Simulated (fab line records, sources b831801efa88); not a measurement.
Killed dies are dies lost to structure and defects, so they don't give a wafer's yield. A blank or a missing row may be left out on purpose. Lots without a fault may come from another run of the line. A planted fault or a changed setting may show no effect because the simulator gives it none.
fab line records | flow sky130
record lots=5 wafers=15 last_day=50
route steps=708 shown POLY_GATE@213 RES_PROTECT@214
lots that met no fault: from a run of the same line without faults
start_h: hours from the record's first day to the start of the lot's first wafer shown | wait_h: hours since the lot's step before | " the same as in the row above | L1.1+2: a row that stands for several wafers | - no value, or no start given | * or withheld: withheld | < > ~ a bound
route shown NAME@n: a module of which the file shows steps, and the number in the route of the first | usual: mean/standard deviation of fault-free wafers | same: alike in all rows | chamber/n: place in a boat | sites: the reading at each site | _std_site: their standard deviation | _edge_site: outer sites' mean less inner sites' | radius_mm: how far each site lies from the wafer's centre | mask NAME#n: copy n | behind: the tool/chamber that last shaped the wafer | hold: why the lot was held/for how many hours/how that ended | device: the transistor (n, p or np) that didn't switch | end of line: the same wafers' tests at the end of the route | a step without rows: its recipe alone | killed: dies lost to structure and defects at the first sort, not the wafer's yield | map: a wafer's dies, x killed, . not, _ none there
set.NAME: the setting as run; set.NAME@STEP: as run at that earlier step | model.NAME: the simulator's own value behind a step, which no gauge read
lots at some steps of the route; a table a step, a row a wafer
services: from which hour (start_h, from the record's first day; less than 0 if before it) a tool's chamber was out of use, for how many hours, and why
## steps
# step SKY_POLY_GATE_IMPLANT_02
# recipe species=P energy_kev=30 dose_cm2=7.7e+15 tilt_deg=0
# same implant_ion_amu=31
# columns lot.wafer tool chamber start_h wait_h
L076.3+4+6 implanter-01 0 361.02 0.1
L077.1+4+5 implanter-04 0 361.87 0.1
L078.2+5+6 implanter-03 0 376.60 0.1
L085.2+5+6 implanter-04 0 441.20 0.1
L095.1+2+3 implanter-04 0 514.37 0.1
# step SKY_RES_PROTECT_STRIP_07
# recipe chemistry=O2/N2 power_w=1400 pressure_mtorr=1500 platen_temp_c=withheld o2_flow_sccm=3000 n2_flow_sccm=300 overash_fraction=0.5
# usual drypump_motor_current_A=5.7/0.36 oes_product_au=0.518/0.0051 strip_time_to_endpoint_s=23.32/0.046
# columns lot.wafer tool chamber start_h wait_h drypump_motor_current_A oes_product_au rf_hours_counter_h strip_time_to_endpoint_s
L076.3 plasma_asher-01 0 361.15 0.1 5.8 0.518 - 23.32
L076.4 " 1 " " 5.9 0.518 - 23.36
L076.6 " 0 " " 5.8 0.526 - 23.34
L077.1 plasma_asher-03 0 362.02 0.1 4.9 0.525 57 23.24
L077.4 " 0 " " 4.9 0.518 - 23.28
L077.5 " 1 " " 5.8 0.521 - 23.23
L078.2 plasma_asher-02 1 376.73 0.1 5.8 0.520 26 23.31
L078.5 " 1 " " 5.8 0.524 - 23.39
L078.6 " 0 " " 5.7 0.517 - 23.37
L085.2 plasma_asher-01 1 441.33 0.1 5.9 0.514 70 23.20
L085.5 " 1 " " 5.9 0.517 - 23.28
L085.6 " 0 " " 5.9 0.519 - 23.30
L095.1 plasma_asher-01 0 514.52 0.1 5.8 0.512 78 23.33
L095.2 " 1 " " 5.9 0.516 78 23.33
L095.3 " 0 " " 5.9 0.507 - 23.33
# step SKY_RES_PROTECT_TW_MEAS_08
# usual POLY_GATE_TW=4072/40
# columns lot.wafer tool chamber start_h wait_h POLY_GATE_TW
L076.3 film_metro-03 - 361.24 0.1 4016
L076.4 " - " " 4042
L076.6 " - " " 4032
L077.1 film_metro-01 - 362.12 0.1 4099
L077.4 " - " " 4100
L077.5 " - " " 4091
L078.2 film_metro-01 - 376.84 0.1 4075
L078.5 " - " " 4081
L078.6 " - " " 4077
L085.2 film_metro-04 - 441.44 0.1 4061
L085.5 " - " " 4048
L085.6 " - " " 4065
L095.1 film_metro-01 - 514.62 0.1 4119
L095.2 " - " " 4108
L095.3 " - " " 4091
# step SKY_RES_PROTECT_CLEAN_09
# recipe chemistry=SC1/SC2 mix=1:4:20 temp_c=70 time_s=150 dry=n2_spin
# same time_s=150
# columns lot.wafer tool chamber start_h wait_h
L076.3+4+6 wet_bench-03 0 361.28 0.0
L077.1+4+5 wet_bench-03 2 362.18 0.1
L078.2+5+6 wet_bench-03 3 376.89 0.0
L085.2+5+6 wet_bench-02 2 441.49 0.0
L095.1+2+3 wet_bench-04 0 514.68 0.1
# step SKY_POLY_GATE_CVD_03
# recipe material=Si3N4 precursor=DCS/NH3 target_thk_nm=75 temp_c=770 time_s=1290 pressure_mtorr=250
# usual zone_power_lower_pct=14.8/1.5
# same time_s=1290
# columns lot.wafer tool chamber start_h wait_h zone_power_lower_pct
L076.3 lpcvd-02 0 361.33 0.0 13.6
L076.4 " 0 " " 13.5
L076.6 " 0 " " 13.4
L077.1 lpcvd-02 0 365.53 3.3 13.6
L077.4 " 0 " " 13.3
L077.5 " 0 " " 13.3
L078.2 lpcvd-02 0 377.78 0.8 13.6
L078.5 " 0 " " 13.3
L078.6 " 0 " " 13.3
L085.2 lpcvd-02 1 441.54 0.0 16.5
L085.5 " 1 " " 16.4
L085.6 " 1 " " 16.5
L095.1 lpcvd-02 0 514.73 0.0 13.5
L095.2 " 0 " " 13.4
L095.3 " 0 " " 13.2
# step SKY_POLY_GATE_THK_MEAS_04
# recipe reads=Si3N4_of_POLY_GATE_CVD_03
# usual POLY_GATE_CVD_03_THK=75.0/0.78
# columns lot.wafer tool chamber start_h wait_h POLY_GATE_CVD_03_THK[nm]
L076.3 film_metro-02 - 362.71 0.0 75.4
L076.4 " - " " 75.9
L076.6 " - " " 76.2
L077.1 film_metro-02 - 366.88 0.0 73.8
L077.4 " - " " 74.7
L077.5 " - " " 74.5
L078.2 film_metro-04 - 379.15 0.0 76.3
L078.5 " - " " 75.6
L078.6 " - " " 74.9
L085.2 film_metro-04 - 442.91 0.0 75.4
L085.5 " - " " 75.6
L085.6 " - " " 75.0
L095.1 film_metro-03 - 516.09 0.0 72.9
L095.2 " - " " 73.7
L095.3 " - " " 72.7
# step SKY_POLY_GATE_DEHYDRATE_05
# recipe temp_c=200 time_s=60
# same time_s=60
# columns lot.wafer tool chamber start_h wait_h
L076.3+4+6 litho_track-01 0 375.82 13.1
L077.1+4+5 litho_track-01 0 380.07 13.2
L078.2+5+6 litho_track-02 0 393.55 14.4
L085.2+5+6 litho_track-02 0 458.75 15.8
L095.1+2+3 litho_track-02 0 530.63 14.5
# step SKY_POLY_GATE_HMDS_06
# recipe prime_time_s=60 prime_temp_c=120
# same prime_time_s=60
# columns lot.wafer tool chamber start_h wait_h
L076.3+4+6 litho_track-01 0 375.97 0.1
L077.1+4+5 litho_track-01 0 380.22 0.1
L078.2+5+6 litho_track-02 0 393.70 0.1
L085.2+5+6 litho_track-02 0 458.90 0.1
L095.1+2+3 litho_track-02 0 530.78 0.1
# step SKY_POLY_GATE_COAT_07
# recipe resist=BARC temp_c=withheld time_s=withheld spin_rpm=3000 resist_thk_nm=110
# columns lot.wafer tool chamber start_h wait_h
L076.3+4+6 litho_track-01 0 376.12 0.1
L077.1+4+5 litho_track-01 0 380.37 0.1
L078.2+5+6 litho_track-02 0 393.85 0.1
L085.2+5+6 litho_track-02 0 459.05 0.1
L095.1+2+3 litho_track-02 0 530.93 0.1
# step SKY_POLY_GATE_COAT_08
# recipe resist=KrF-thick spin_rpm=3000 resist_thk_nm=450
# columns lot.wafer tool chamber start_h wait_h
L076.3+4+6 litho_track-01 0 - -
L077.1+4+5 litho_track-01 0 - -
L078.2+5+6 litho_track-02 0 - -
L085.2+5+6 litho_track-02 0 - -
L095.1+2+3 litho_track-02 0 - -
# step SKY_POLY_GATE_SOFTBAKE_09
# recipe temp_c=100 time_s=90 resist=KrF-thick
# same time_s=90
# columns lot.wafer tool chamber start_h wait_h
L076.3+4+6 litho_track-01 0 - -
L077.1+4+5 litho_track-01 0 - -
L078.2+5+6 litho_track-02 0 - -
L085.2+5+6 litho_track-02 0 - -
L095.1+2+3 litho_track-02 0 - -
## services
# columns tool chamber start_h hours kind
implanter-04 - 362.69 8.8 repair
implanter-01 - 366.80 5.9 pm
wet_bench-03 - 372.90 1.9 pm
implanter-03 - 375.64 0.8 repair
implanter-03 - 383.86 6.3 pm
implanter-04 - 394.14 1.7 repair
implanter-04 - 395.62 8.4 repair
implanter-01 - 402.23 2.1 repair
plasma_asher-03 - 418.12 2.8 pm
implanter-01 - 423.32 34.8 repair
implanter-03 - 423.91 2.5 repair
plasma_asher-01 - 445.00 2.0 repair
implanter-01 - 460.98 3.9 repair
implanter-04 - 468.29 1.6 repair
implanter-03 - 475.98 3.4 repair
implanter-01 - 490.55 1.2 repair
plasma_asher-03 - 494.48 44.3 pm
## key
fault none
